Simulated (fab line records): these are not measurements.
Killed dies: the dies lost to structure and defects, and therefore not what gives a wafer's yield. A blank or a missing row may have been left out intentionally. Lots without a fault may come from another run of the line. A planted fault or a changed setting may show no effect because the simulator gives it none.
Chamber matching | flow sky130 | SKY_LI_CONTACT_CMP_02 on cmp-02: 4 sister chambers
The step polishes PSG. 7 wafers are shown with their chamber, then 7 later ones without.

EACH WAFER AND ITS CHAMBER
wafer  | chamber | motor current A (A) | time to endpoint s (s)
L696.2 | 1       | 10.7                | 32
L696.4 | 3       | 12.7                | 33
L704.4 | 0       | 9.0                 | 30
L704.5 | 2       | 10.7                | 33
L704.6 | 3       | 13.2                | 27
L705.1 | 0       | 9.3                 | 33
L705.4 | 2       | 10.8                | 38

WAFERS WITH NO CHAMBER GIVEN
wafer  | motor current A (A) | time to endpoint s (s)
L705.6 | 9.3                 | 35
L708.1 | 10.4                | 36
L708.2 | 10.6                | 27
L708.5 | 10.2                | 31
L710.2 | 11.1                | 32
L710.3 | 9.3                 | 34
L710.4 | 12.4                | 33

WHICH CHAMBER EACH ONE RAN IN
wafer  | from the rows above     | in truth
L705.6 | 0                       | 0
L708.1 | can't be placed: 2 or 1 | 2
L708.2 | can't be placed: 1 or 2 | 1
L708.5 | can't be placed: 1 or 2 | 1
L710.2 | can't be placed: 1 or 2 | 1
L710.3 | 0                       | 0
L710.4 | 3                       | 3
Correctly placed: 3 of 7. Unplaceable from these rows: 4, with the true chamber sitting among the candidates in 4. Placed wrongly: 0.
How it was worked out, from the rows above alone: a wafer's distance from a chamber is the root of the sum, over the readings, of the square of ((its reading less the chamber's mean) divided by the reading's scatter). If the next closest chamber is less than 2 further off than the closest, the wafer can't be placed; otherwise it belongs to the closest. The mean given for a chamber averages the wafers shown for that chamber. The scatter: the root of (the sum of the squares of (reading less its chamber's mean) over the shown wafers, divided by (wafers less chambers)).
